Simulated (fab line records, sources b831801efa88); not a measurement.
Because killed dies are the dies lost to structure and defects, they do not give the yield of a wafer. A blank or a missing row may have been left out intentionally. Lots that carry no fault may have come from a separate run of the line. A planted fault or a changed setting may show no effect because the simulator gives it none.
Which tool is to blame?	flow sky130	7 lots, 21 wafers sampled, at 1 step of a route of 708

## WHAT THE GAUGES SHOWED, per wafer
SKY_VT_ADJUST_LVTN_OVL_MEAS_07.
lot	measured	on	VT_ADJUST_LVTN_OVL (nm)
L162	day 7 04:11	overlay-02	-0.7 0.8 -0.3
L164	day 7 13:56	overlay-01	-1.9 1.0 0.8
L168	day 8 20:29	overlay-02	-1.0 -0.1 -1.0
L170	day 9 04:35	overlay-01	-1.1 -0.1 -0.6
L172	day 10 03:05	overlay-01	-0.9 -0.8 0.2
L182	day 12 17:22	overlay-02	-0.3 -0.5 -0.9
L183	day 12 22:23	overlay-02	1.0 -1.2 -0.2

## WHAT TOOL EACH LOT RAN ON (gives the tool, then ch and the chambers of the sampled wafers, and finally the start)
Before these readings, the record contains no process step.

## THE ANSWER, worked out from the rows above alone
Rule: what is usual is taken from the lots themselves. The widest of any qualifying gaps counts: lots, ordered by their means at a reading, are off when they make up no more than a third of the lots, leave a main group of 4 or more, and stand apart from it by 3 or more times the standard deviation of that group's means. A main group whose means are all the same, to the digits that the tables above print for the reading, isn't used. Also off: a lot with no number at a reading for which 4 or more lots have one. The other lots that the step has rows for count as sound.
None of the lots is off at any reading shown; this tells nothing.

## WHAT THE SIMULATOR PUT IN
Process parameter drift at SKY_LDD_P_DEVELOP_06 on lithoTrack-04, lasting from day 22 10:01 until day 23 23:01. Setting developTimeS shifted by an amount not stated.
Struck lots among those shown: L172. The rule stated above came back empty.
